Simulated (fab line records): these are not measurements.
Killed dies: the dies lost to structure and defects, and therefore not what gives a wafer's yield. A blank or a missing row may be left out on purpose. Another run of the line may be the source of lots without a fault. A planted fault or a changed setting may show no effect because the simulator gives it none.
The tool behind it: which one? | flow sky130 | 14 lots with 42 wafers sampled at 4 steps, on a route of 708 steps

== WHAT EACH GAUGE READ, for each wafer ==
The record holds no reading of a measuring or inspecting step that can be judged against a usual standard deviation.

== WHAT TOOL EACH LOT RAN ON (gives the tool, then ch and the chambers of the sampled wafers, and finally the start) ==
lot  | SKY_VT_ADJUST_HVTP_PEB_05         | SKY_LDD_HVN_STRIP_09                 | SKY_LDD_HVP_STRIP_09                 | SKY_POLY_CUT_ETCH_10
L796 | litho track-04 ch 0, day 5 19:02  | plasma asher-02 ch 1, day 19 15:57   | plasma asher-01 ch 1, day 20 22:25   | rie diel-03 ch 1,3, day 23 12:01
L797 | litho track-01 ch 0, day 6 07:41  | plasma asher-04 ch 0,1, day 20 06:47 | plasma asher-01 ch 0,1, day 21 13:41 | rie diel-03 ch 1,2, day 24 04:04
L799 | litho track-01 ch 0, day 6 17:41  | plasma asher-02 ch 1, day 21 03:18   | plasma asher-04 ch 0,1, day 22 10:25 | rie diel-02 ch 0,3, day 25 00:34
L801 | litho track-04 ch 0, day 7 11:20  | plasma asher-01 ch 0,1, day 22 13:00 | plasma asher-04 ch 0,1, day 23 19:05 | rie diel-04 ch 1,2,3, day 26 07:44
L803 | litho track-04 ch 0, day 8 02:35  | plasma asher-04 ch 0,1, day 23 02:36 | plasma asher-03 ch 0,1, day 24 08:16 | rie diel-03 ch 0,1,3, day 26 20:10
L804 | litho track-01 ch 0, day 8 10:40  | plasma asher-04 ch 0,1, day 23 17:54 | plasma asher-04 ch 0,1, day 24 22:58 | rie diel-03 ch 0,2, day 27 11:38
L806 | litho track-01 ch 0, day 8 15:04  | plasma asher-02 ch 0,1, day 24 00:41 | plasma asher-04 ch 0,1, day 25 06:47 | rie diel-03 ch 1,2, day 27 18:37
L809 | litho track-01 ch 0, day 9 11:10  | plasma asher-02 ch 0,1, day 25 00:13 | plasma asher-03 ch 0,1, day 26 05:08 | rie diel-03 ch 0,2, day 28 17:32
L810 | litho track-04, day 9 16:23       | plasma asher-04 ch 0,1, day 25 07:10 | plasma asher-03 ch 0,1, day 26 11:59 | rie diel-02 ch 0,1,3, day 28 23:14
L811 | litho track-01, day 10 00:14      | plasma asher-01 ch 1, day 25 18:36   | plasma asher-01 ch 0,1, day 26 23:47 | rie diel-02 ch 1,2, day 30 08:28
L812 | litho track-01 ch 0, day 10 12:19 | plasma asher-01 ch 0,1, day 26 11:44 | plasma asher-03 ch 0,1, day 27 16:22 | rie diel-03 ch 0,2,3, day 30 08:04
L817 | litho track-01 ch 0, day 12 15:49 | plasma asher-02 ch 0,1, day 28 18:20 | plasma asher-01 ch 0, day 29 21:19   | rie diel-04 ch 0,2,3, day 32 08:22
L818 | litho track-04 ch 0, day 12 16:02 | plasma asher-01 ch 1, day 28 20:15   | plasma asher-04 ch 0,1, day 29 22:52 | rie diel-02 ch 0,3, day 32 08:04
L819 | litho track-01 ch 0, day 12 16:07 | plasma asher-01 ch 0,1, day 29 02:14 | plasma asher-03 ch 0,1, day 30 05:23 | rie diel-02 ch 0,1,3, day 32 13:47
- SKY_VT_ADJUST_HVTP_PEB_05
- SKY_LDD_HVN_STRIP_09: strips in O2/N2.
- SKY_LDD_HVP_STRIP_09: strips in O2/N2.
- SKY_POLY_CUT_ETCH_10: etches BARC in N2/H2, stops on SiO2, time 45.9 s, target depth 60 nm.

== WHAT THE TOOLS THEMSELVES READ (means of the sampled wafers that have a number; where no wafer has one, the mark that the record gives instead) ==
SKY_VT_ADJUST_HVTP_PEB_05.
lot  | tool           | exhaust pa (Pa)
L796 | litho track-04 | 45.7
L797 | litho track-01 | 44.0
L799 | litho track-01 | 43.6
L801 | litho track-04 | 44.7
L803 | litho track-04 | 45.0
L804 | litho track-01 | 44.5
L806 | litho track-01 | 44.4
L809 | litho track-01 | 43.5
L810 | litho track-04 | -
L811 | litho track-01 | -
L812 | litho track-01 | 44.9
L817 | litho track-01 | 44.5
L818 | litho track-04 | 44.7
L819 | litho track-01 | 44.5

SKY_LDD_HVN_STRIP_09.
lot  | tool            | drypump motor current A (A) | oes product au (a.u.) | strip time to endpoint s (s)
L796 | plasma asher-02 | 6.1                         | 0.406                 | 4.131
L797 | plasma asher-04 | 5.7                         | 0.407                 | 4.134
L799 | plasma asher-02 | 6.1                         | 0.410                 | 4.146
L801 | plasma asher-01 | 5.2                         | 0.406                 | 4.146
L803 | plasma asher-04 | 5.8                         | 0.405                 | 4.136
L804 | plasma asher-04 | 5.8                         | 0.407                 | 4.120
L806 | plasma asher-02 | 6.0                         | 0.410                 | 4.132
L809 | plasma asher-02 | 6.1                         | 0.407                 | 4.137
L810 | plasma asher-04 | 5.8                         | 0.405                 | 4.144
L811 | plasma asher-01 | 5.2                         | 0.409                 | 4.131
L812 | plasma asher-01 | 5.1                         | 0.407                 | 4.134
L817 | plasma asher-02 | 6.1                         | 0.411                 | 4.123
L818 | plasma asher-01 | 5.2                         | 0.407                 | 4.143
L819 | plasma asher-01 | 5.2                         | 0.411                 | 4.137

SKY_LDD_HVP_STRIP_09.
lot  | tool            | drypump motor current A (A) | oes product au (a.u.) | strip time to endpoint s (s)
L796 | plasma asher-01 | 5.2                         | 0.411                 | 4.128
L797 | plasma asher-01 | 5.2                         | 0.410                 | 4.126
L799 | plasma asher-04 | 5.7                         | 0.409                 | 4.111
L801 | plasma asher-04 | 5.8                         | 0.405                 | 4.132
L803 | plasma asher-03 | 5.7                         | 0.405                 | 4.118
L804 | plasma asher-04 | 5.8                         | 0.406                 | 4.129
L806 | plasma asher-04 | 5.7                         | 0.406                 | 4.149
L809 | plasma asher-03 | 6.1                         | 0.411                 | 4.119
L810 | plasma asher-03 | 5.7                         | 0.404                 | 4.129
L811 | plasma asher-01 | 5.2                         | 0.408                 | 4.135
L812 | plasma asher-03 | 5.7                         | 0.409                 | 4.134
L817 | plasma asher-01 | 5.1                         | 0.412                 | 4.137
L818 | plasma asher-04 | 5.7                         | 0.411                 | 4.143
L819 | plasma asher-03 | 6.1                         | 0.407                 | 4.137

SKY_POLY_CUT_ETCH_10.
lot  | tool        | drypump motor current A (A) | oes product au (a.u.) | rf fwd power W (W) | throttle valve pct (%)
L796 | rie diel-03 | 5.1                         | 0.852                 | 492.9              | 13.229
L797 | rie diel-03 | 5.9                         | 0.857                 | 495.7              | 13.235
L799 | rie diel-02 | 5.4                         | 0.856                 | 496.9              | 13.232
L801 | rie diel-04 | 5.1                         | 0.851                 | 495.8              | 13.232
L803 | rie diel-03 | 5.3                         | 0.855                 | 494.8              | 13.227
L804 | rie diel-03 | 5.7                         | 0.852                 | 495.4              | 13.227
L806 | rie diel-03 | 5.9                         | 0.855                 | 493.1              | 13.221
L809 | rie diel-03 | 5.9                         | 0.860                 | 495.8              | 13.224
L810 | rie diel-02 | 5.6                         | 0.856                 | 495.4              | 13.220
L811 | rie diel-02 | 6.0                         | 0.853                 | 494.6              | 13.228
L812 | rie diel-03 | 5.4                         | 0.851                 | 494.9              | 13.223
L817 | rie diel-04 | 5.6                         | 0.855                 | 493.8              | 13.225
L818 | rie diel-02 | 5.4                         | 0.848                 | 496.0              | 13.217
L819 | rie diel-02 | 5.6                         | 0.854                 | 492.9              | 13.218

== THE ANSWER, worked out from the rows above alone ==
Rule: the usual values come from the lots themselves. Put in order of their means at a reading, lots are off if they are a third of the lots or fewer, leave a main group of 4 or more, and stand apart from it by a gap of 3 or more times the standard deviation of the main group's means; of several such gaps the widest counts. If all means in a main group match to the digits the tables above print for the reading, that group is not used. A lot without any number at a reading at which 4 lots or more have one is off too. Where the step has rows for the other lots, those lots are counted as sound. First the gauges in route order, then the tools' own readings, where a lot's mean is used as printed above. At the first step where some lot is off, the reading lying furthest off is the one used; lots without a number count as furthest.
Off at SKY_VT_ADJUST_HVTP_PEB_05 (exhaust pa): L810, L811. Without a number there: L810, L811. The main group has a mean of 44.5 Pa with a standard deviation of 0.58.
A tool fits if, at that step or a process step before it, it ran every lot that is off, and no sound lot after the first of them. Of those tried, none fits.

== WHAT HAD BEEN PUT IN BY THE SIMULATOR ==
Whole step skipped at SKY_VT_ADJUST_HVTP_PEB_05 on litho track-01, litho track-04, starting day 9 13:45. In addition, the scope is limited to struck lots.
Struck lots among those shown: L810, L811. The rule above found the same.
